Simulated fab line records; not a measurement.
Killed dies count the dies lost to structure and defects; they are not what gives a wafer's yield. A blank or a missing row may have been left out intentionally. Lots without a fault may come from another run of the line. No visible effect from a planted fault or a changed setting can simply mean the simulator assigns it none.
Matching of chambers || flow gf180mcu || 4 sister chambers for GF_CONTACT_CMP_04 on cmp-02
The step polishes SiO2. 16 wafers are shown with their chamber, then 8 later ones without.

== EACH WAFER AND ITS CHAMBER ==
{"wafer": "L895.2", "chamber": 1, "motorCurrentA (A)": 12.8, "timeToEndpointS (s)": 114}
{"wafer": "L895.3", "chamber": 3, "motorCurrentA (A)": 14.2, "timeToEndpointS (s)": 117}
{"wafer": "L895.5", "chamber": 1, "motorCurrentA (A)": 12.7, "timeToEndpointS (s)": 117}
{"wafer": "L896.3", "chamber": 1, "motorCurrentA (A)": 12.2, "timeToEndpointS (s)": 112}
{"wafer": "L896.5", "chamber": 1, "motorCurrentA (A)": 12.8, "timeToEndpointS (s)": 119}
{"wafer": "L896.6", "chamber": 0, "motorCurrentA (A)": 11.7, "timeToEndpointS (s)": 114}
{"wafer": "L897.3", "chamber": 2, "motorCurrentA (A)": 11.6, "timeToEndpointS (s)": 109}
{"wafer": "L897.4", "chamber": 1, "motorCurrentA (A)": 11.4, "timeToEndpointS (s)": 113}
{"wafer": "L897.6", "chamber": 0, "motorCurrentA (A)": 11.6, "timeToEndpointS (s)": 117}
{"wafer": "L898.1", "chamber": 2, "motorCurrentA (A)": 11.7, "timeToEndpointS (s)": 111}
{"wafer": "L898.2", "chamber": 1, "motorCurrentA (A)": 12.8, "timeToEndpointS (s)": 110}
{"wafer": "L898.4", "chamber": 3, "motorCurrentA (A)": 14.5, "timeToEndpointS (s)": 118}
{"wafer": "L899.2", "chamber": 2, "motorCurrentA (A)": 12.0, "timeToEndpointS (s)": 105}
{"wafer": "L899.3", "chamber": 1, "motorCurrentA (A)": 12.6, "timeToEndpointS (s)": 103}
{"wafer": "L899.4", "chamber": 3, "motorCurrentA (A)": 14.2, "timeToEndpointS (s)": 116}
{"wafer": "L901.1", "chamber": 1, "motorCurrentA (A)": 12.2, "timeToEndpointS (s)": 109}

SIGNATURES, as means of the wafers listed above
{"reading": "motorCurrentA", "chamber 0": 11.650, "chamber 1": 12.438, "chamber 2": 11.767, "chamber 3": 14.300, "scatter within a chamber": 0.391}
{"reading": "timeToEndpointS", "chamber 0": 115.50, "chamber 1": 112.12, "chamber 2": 108.33, "chamber 3": 117.00, "scatter within a chamber": 4.06}
Rule: distance of a wafer from a chamber = root of the sum over the readings of ((wafer's reading minus chamber's mean) / reading's scatter) squared. If the next closest chamber is less than 2 further off than the closest, the wafer can't be placed; otherwise it belongs to the closest. The scatter is the square root of a quotient: the sum, over the shown wafers, of each reading's squared deviation from its chamber's mean, divided by wafers minus chambers.

== WAFERS WITHOUT THEIR CHAMBER ==
{"wafer": "L901.3", "motorCurrentA (A)": 11.7, "timeToEndpointS (s)": 108}
{"wafer": "L901.6", "motorCurrentA (A)": 12.1, "timeToEndpointS (s)": 113}
{"wafer": "L902.3", "motorCurrentA (A)": 11.7, "timeToEndpointS (s)": 113}
{"wafer": "L902.5", "motorCurrentA (A)": 13.9, "timeToEndpointS (s)": 115}
{"wafer": "L902.6", "motorCurrentA (A)": 11.6, "timeToEndpointS (s)": 119}
{"wafer": "L905.3", "motorCurrentA (A)": 12.2, "timeToEndpointS (s)": 115}
{"wafer": "L905.4", "motorCurrentA (A)": 14.7, "timeToEndpointS (s)": 115}
{"wafer": "L905.5", "motorCurrentA (A)": 14.1, "timeToEndpointS (s)": 119}

== CHAMBER TAKEN BY EACH ==
{"wafer": "L901.3", "from the rows above": "can't be placed: 2 or 0 or 1", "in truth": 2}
{"wafer": "L901.6", "from the rows above": "can't be placed: 1 or 0 or 2", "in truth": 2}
{"wafer": "L902.3", "from the rows above": "can't be placed: 0 or 2 or 1", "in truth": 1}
{"wafer": "L902.5", "from the rows above": 3, "in truth": 3}
{"wafer": "L902.6", "from the rows above": "can't be placed: 0 or 2 or 1", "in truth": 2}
{"wafer": "L905.3", "from the rows above": "can't be placed: 1 or 0 or 2", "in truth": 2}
{"wafer": "L905.4", "from the rows above": 3, "in truth": 3}
{"wafer": "L905.5", "from the rows above": 3, "in truth": 3}
3 of 8 placed correctly. Not placeable from these rows: 5 (in 5, the candidates include the true chamber). Number placed wrongly: 0.
